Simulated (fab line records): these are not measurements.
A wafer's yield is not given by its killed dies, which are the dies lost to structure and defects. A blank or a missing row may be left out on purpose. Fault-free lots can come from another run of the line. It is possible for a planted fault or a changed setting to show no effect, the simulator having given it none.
Which tool was responsible? || flow sky130 || 6 lots with 18 wafers sampled at 2 steps, on a route of 708 steps

WHAT EACH GAUGE READ, for each wafer
SKY_FIELD_ISO_THK_MEAS_02.
{"lot": "L554", "measured": "day 2 03:08", "on": "film metro-03", "FIELD_ISO_OXIDATION_00_THK (nm)": "11.91 11.62 11.70"}
{"lot": "L557", "measured": "day 2 18:54", "on": "film metro-02", "FIELD_ISO_OXIDATION_00_THK (nm)": "12.14 11.93 12.01"}
{"lot": "L559", "measured": "day 3 05:20", "on": "film metro-01", "FIELD_ISO_OXIDATION_00_THK (nm)": "19.11 19.15 19.30"}
{"lot": "L564", "measured": "day 4 04:48", "on": "film metro-03", "FIELD_ISO_OXIDATION_00_THK (nm)": "12.16 12.10 12.25"}
{"lot": "L569", "measured": "day 5 05:40", "on": "film metro-01", "FIELD_ISO_OXIDATION_00_THK (nm)": "12.05 11.96 12.01"}
{"lot": "L572", "measured": "day 5 20:54", "on": "film metro-02", "FIELD_ISO_OXIDATION_00_THK (nm)": "11.88 12.15 12.07"}

WHICH TOOL RAN EACH LOT (tool, then ch and the chambers of the sampled wafers, then the start)
{"lot": "L554", "SKY_FIELD_ISO_OXIDATION_01": "furnace-01 ch 0, day 2 01:37"}
{"lot": "L557", "SKY_FIELD_ISO_OXIDATION_01": "furnace-02 ch 0, day 2 17:23"}
{"lot": "L559", "SKY_FIELD_ISO_OXIDATION_01": "furnace-01 ch 0, day 3 02:07 and furnace-02 ch 0, day 3 03:48"}
{"lot": "L564", "SKY_FIELD_ISO_OXIDATION_01": "furnace-01 ch 0, day 4 03:17"}
{"lot": "L569", "SKY_FIELD_ISO_OXIDATION_01": "furnace-02 ch 0, day 5 04:09"}
{"lot": "L572", "SKY_FIELD_ISO_OXIDATION_01": "furnace-02 ch 0, day 5 19:23"}
- SKY_FIELD_ISO_OXIDATION_01: stabilise 600 s, purge 300 s, target thk 12 nm.

THE ANSWER, worked out from the rows above alone
Rule: the usual values come from the lots themselves. Put in order of their means at a reading, lots are off if they are a third of the lots or fewer, leave a main group of 4 or more, and stand apart from it by a gap of 3 or more times the standard deviation of the main group's means; of several such gaps the widest counts. If all means in a main group match to the digits the tables above print for the reading, that group is not used. A lot without any number at a reading at which 4 lots or more have one is off too. All remaining lots with rows at the step are treated as sound.
Off: L559, at SKY_FIELD_ISO_THK_MEAS_02 (FIELD_ISO_OXIDATION_00_THK). The main group has a mean of 12.00 nm with a standard deviation of 0.14.
A tool fits if, at a process step before that reading, it ran every lot that is off, and no sound lot after the first of them. The gauges at SKY_FIELD_ISO_THK_MEAS_02 are tried like those tools. None of those tried fits.

WHAT HAD BEEN PUT IN BY THE SIMULATOR
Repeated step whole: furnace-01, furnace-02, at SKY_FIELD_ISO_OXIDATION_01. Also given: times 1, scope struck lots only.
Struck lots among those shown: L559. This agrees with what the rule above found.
